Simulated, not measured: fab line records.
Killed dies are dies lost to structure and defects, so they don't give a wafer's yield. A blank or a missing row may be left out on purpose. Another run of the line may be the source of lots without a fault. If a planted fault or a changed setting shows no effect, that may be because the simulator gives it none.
One fault through the eyes of 2 desks | flow sky130 | each desk has only its own numbers; what lay behind them comes last

== FROM THE METROLOGY DESK ==
Means of the sampled wafers that have a number, per lot and without regard to the tool the lot ran on: this is what the gauges read. A lot is out of limits, marked OUT, if its mean lies more than 4 standard deviations from the usual mean; the brackets give that distance.
Columns: A = GATE_OXIDE_OXIDATION_00_THK at SKY_GATE_OXIDE_THK_MEAS_02, usual 10.25 nm; B = LDD_P_TW at SKY_LDD_P_TW_MEAS_11, usual 643
lot  | first seen here | A     | B
L734 | day 12 11:32    | 10.38 | 647
L735 | day 13 01:47    | 10.11 | 637
L736 | day 13 07:46    | 10.25 | 640
L740 | day 15 01:12    | 10.47 | 634
L741 | day 15 02:04    | 10.28 | 641
L742 | day 15 10:44    | 10.07 | 638
L744 | day 16 06:16    | 10.22 | 648
L748 | day 17 06:34    | 10.24 | 636
L749 | day 18 06:05    | 10.12 | 636
L752 | day 19 05:36    | 10.27 | 650
L753 | day 19 06:35    | 10.57 | 647
L755 | day 20 00:49    | 10.32 | 638
L757 | day 21 08:56    | 10.21 | 656
Result from this desk: across the 13 lots, nothing is out of limits.

== FOR THE TOOL OWNER'S DESK: litho-track-03 ==
The tool's own readings at SKY_RES_PROTECT_DEHYDRATE_00 (time 60 s): means of the sampled wafers that have a number, for each lot that ran on this tool. A lot is out of limits, marked OUT, if its mean lies more than 4 standard deviations from the usual mean; the brackets give that distance.
Columns: A = exhaust-pa at SKY_RES_PROTECT_DEHYDRATE_00, usual 44.8 Pa; B = heater-power-total-W at SKY_RES_PROTECT_DEHYDRATE_00, usual 160.38 W; C = plate-temp-C at SKY_RES_PROTECT_DEHYDRATE_00, usual 199.97 C
lot  | first seen here | A    | B                | C
L734 | day 14 03:34    | 44.6 | 160.40           | 199.94
L735 | day 14 19:28    | 44.9 | 160.31           | 199.82
L736 | day 15 02:02    | 44.4 | 160.37           | 199.89
L744 | day 18 05:53    | 44.6 | 160.49           | 199.97
L752 | day 21 06:46    | 45.1 | 167.55 (+55) OUT | 207.26 (+46) OUT
L753 | day 21 08:37    | 45.2 | 167.71 (+56) OUT | 207.30 (+46) OUT
This desk finds L752, L753 out of limits, L752 being first, at day 21 06:46 (heater-power-total-W at SKY_RES_PROTECT_DEHYDRATE_00). L734, L735, L736, L744 stayed within limits.

== TAKEN TOGETHER ==
On L752, L753, at day 21 06:46, an alarm was possible from the tool owner's desk.
At the metrology desk, nothing out of limits was observed.
The metrology desk has L752, L753 on record, within its limits.
Every lot named ran SKY_RES_PROTECT_DEHYDRATE_00 on litho-track-03.

== WHAT THE SIMULATOR PUT IN ==
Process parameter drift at SKY_RES_PROTECT_DEHYDRATE_00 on litho-track-03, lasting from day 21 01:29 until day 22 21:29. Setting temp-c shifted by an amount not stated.
Struck lots among those shown: L752, L753.
Hours from the fault's start to each desk's first reading out of limits: the tool owner's desk, 5.
